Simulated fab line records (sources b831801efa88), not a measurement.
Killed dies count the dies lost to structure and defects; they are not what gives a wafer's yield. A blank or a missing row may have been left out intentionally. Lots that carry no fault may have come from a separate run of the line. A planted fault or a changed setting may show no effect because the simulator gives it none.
The tool behind it: which one? / flow gf180mcu / 6 lots, 18 wafers sampled, at 3 steps of a route of 602

WHAT THE GAUGES SHOWED, per wafer
GF_VT_IMPLANT_TW_MEAS_21.
lot=L593; measured=day 6 14:29; on=film_metro-04; VT_IMPLANT_2_TW=1209 1210 1215
lot=L600; measured=day 8 11:11; on=film_metro-03; VT_IMPLANT_2_TW=1207 1217 1215
lot=L603; measured=day 9 06:10; on=film_metro-01; VT_IMPLANT_2_TW=1214 1216 1227
lot=L607; measured=day 10 08:03; on=film_metro-01; VT_IMPLANT_2_TW=1222 1236 1218
lot=L609; measured=day 10 19:04; on=film_metro-01; VT_IMPLANT_2_TW=30 30 30
lot=L611; measured=day 11 09:02; on=film_metro-01; VT_IMPLANT_2_TW=1216 1217 1220

TOOL THAT RAN EACH LOT (tool first, then ch and the chambers of the sampled wafers, then the start)
lot=L593; GF_VT_IMPLANT_STRIP_09=plasma_asher-03 ch 0,1, day 5 23:37; GF_VT_IMPLANT_STRIP_20=plasma_asher-04 ch 0,1, day 6 14:23
lot=L600; GF_VT_IMPLANT_STRIP_09=plasma_asher-03 ch 0,1, day 7 17:49; GF_VT_IMPLANT_STRIP_20=plasma_asher-04 ch 0,1, day 8 11:05
lot=L603; GF_VT_IMPLANT_STRIP_09=plasma_asher-03 ch 0,1, day 8 12:44; GF_VT_IMPLANT_STRIP_20=plasma_asher-04 ch 0,1, day 9 06:04
lot=L607; GF_VT_IMPLANT_STRIP_09=plasma_asher-01 ch 0,1, day 9 13:38; GF_VT_IMPLANT_STRIP_20=plasma_asher-04 ch 0,1, day 10 07:56
lot=L609; GF_VT_IMPLANT_STRIP_09=plasma_asher-03 ch 0,1, day 10 00:32; GF_VT_IMPLANT_STRIP_20=plasma_asher-01 ch 0,1, day 10 18:56
lot=L611; GF_VT_IMPLANT_STRIP_09=plasma_asher-04 ch 0,1, day 10 14:53; GF_VT_IMPLANT_STRIP_20=plasma_asher-04 ch 0,1, day 11 08:56
- GF_VT_IMPLANT_STRIP_09: strips in O2/N2.
- GF_VT_IMPLANT_STRIP_20: strips in O2/N2.

THE ANSWER, worked out from the rows above alone
Rule: what is usual is taken from the lots themselves. The widest of any qualifying gaps counts: lots, ordered by their means at a reading, are off when they make up no more than a third of the lots, leave a main group of 4 or more, and stand apart from it by 3 or more times the standard deviation of that group's means. Not used: any main group whose means are identical at the precision the tables above print for the reading. Also off: a lot with no number at a reading for which 4 or more lots have one. Where the step has rows for the other lots, those lots are counted as sound.
Off: L609, at GF_VT_IMPLANT_TW_MEAS_21 (VT_IMPLANT_2_TW). The main group: mean 1217, standard deviation 4.9.
If a tool, at a process step before that reading, ran all the lots that are off and no sound lot after the first of them, it fits. Those tools and the gauges at GF_VT_IMPLANT_TW_MEAS_21 are tried in the same way. Undecided on this evidence; 2 tools fit (plasma_asher-03 at GF_VT_IMPLANT_STRIP_09, plasma_asher-01 at GF_VT_IMPLANT_STRIP_20).

WHAT THE SIMULATOR HAD PUT IN
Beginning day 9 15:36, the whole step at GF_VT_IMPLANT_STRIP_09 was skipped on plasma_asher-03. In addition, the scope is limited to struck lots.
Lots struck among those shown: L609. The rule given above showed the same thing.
